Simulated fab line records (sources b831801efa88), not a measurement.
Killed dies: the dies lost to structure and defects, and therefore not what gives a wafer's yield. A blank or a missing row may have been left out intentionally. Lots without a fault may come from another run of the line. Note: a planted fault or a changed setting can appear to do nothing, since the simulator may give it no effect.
2 desks, one fault :: flow sky130 :: each desk holds nothing but its own numbers, with what lay behind them at the end

THE METROLOGY DESK
What the gauges read for every lot (on any tool): the sampled wafers with a number, averaged. The brackets show how far a lot's mean lies from the usual mean; more than 4 standard deviations puts the lot out of limits, marked OUT.
Columns: A = VIA4_W_THK at SKY_VIA4_THK_MEAS_20, usual 516 nm; B = PASSIVATION_CVD_00_THK at SKY_PASSIVATION_THK_MEAS_01, usual 90.0 nm
lot: L477
first seen here: day 43 00:49
A: 510
B: 89.3

lot: L478
first seen here: day 43 03:24
A: 517
B: 91.3

lot: L479
first seen here: day 43 06:01
A: 523
B: 89.7

lot: L480
first seen here: day 43 19:08
A: 515
B: 90.3

lot: L481
first seen here: day 44 00:47
A: 523
B: 90.1

lot: L485
first seen here: day 45 00:58
A: 514
B: 90.8

lot: L488
first seen here: day 45 13:10
A: 515
B: 90.2

lot: L489
first seen here: day 45 21:08
A: 510
B: 90.3

lot: L493
first seen here: day 47 04:05
A: 513
B: 88.7

lot: L498
first seen here: day 48 04:31
A: 522
B: 90.6

lot: L499
first seen here: day 48 12:00
A: 511
B: 90.0
This desk's verdict: no lot among the 11 shows anything out of limits.

FOR THE TOOL OWNER'S DESK: rie-diel-01
The tool's own readings at SKY_PAD_OPEN_ETCH_07 (etches the open film in CF4/O2, stops on AlCu, target depth 725 nm, time 161.1 s): means of the sampled wafers that have a number, for each lot that ran on this tool. The brackets show how far a lot's mean lies from the usual mean; more than 4 standard deviations puts the lot out of limits, marked OUT.
Columns: A = cf4-flow-sccm at SKY_PAD_OPEN_ETCH_07, usual 79.99 sccm; B = drypump-motor-current-A at SKY_PAD_OPEN_ETCH_07, usual 5.5 A; C = oes-product-au at SKY_PAD_OPEN_ETCH_07, usual 0.977 a.u.; D = rf-fwd-power-W at SKY_PAD_OPEN_ETCH_07, usual 797.2 W; E = throttle-valve-pct at SKY_PAD_OPEN_ETCH_07, usual 5.965 %
lot: L481
first seen here: day 46 19:42
A: 79.99
B: 5.6
C: 0.975
D: 798.6
E: 5.965

lot: L493
first seen here: day 49 13:03
A: 80.22
B: 5.6
C: 0.983
D: 841.2 (+17) OUT
E: 5.969
Finding of this desk: L493 out of limits; the first was L493 at day 49 13:03, on rf-fwd-power-W at SKY_PAD_OPEN_ETCH_07. Within limits: L481.

PUT TOGETHER
The tool owner's desk had the chance to raise an alarm at day 49 13:03 on L493.
The metrology desk saw nothing out of limits.
The metrology desk holds a record of L493, inside its limits.
SKY_PAD_OPEN_ETCH_07 was run on rie-diel-01 by each of the lots named.

WHAT THE SIMULATOR HAD INSERTED
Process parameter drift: rie-diel-01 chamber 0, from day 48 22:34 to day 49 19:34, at SKY_PAD_OPEN_ETCH_07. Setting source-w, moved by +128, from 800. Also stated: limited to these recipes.
Struck lots among those shown: L493.
Each desk's first reading out of limits, in hours after the fault started: the tool owner's desk, 14.
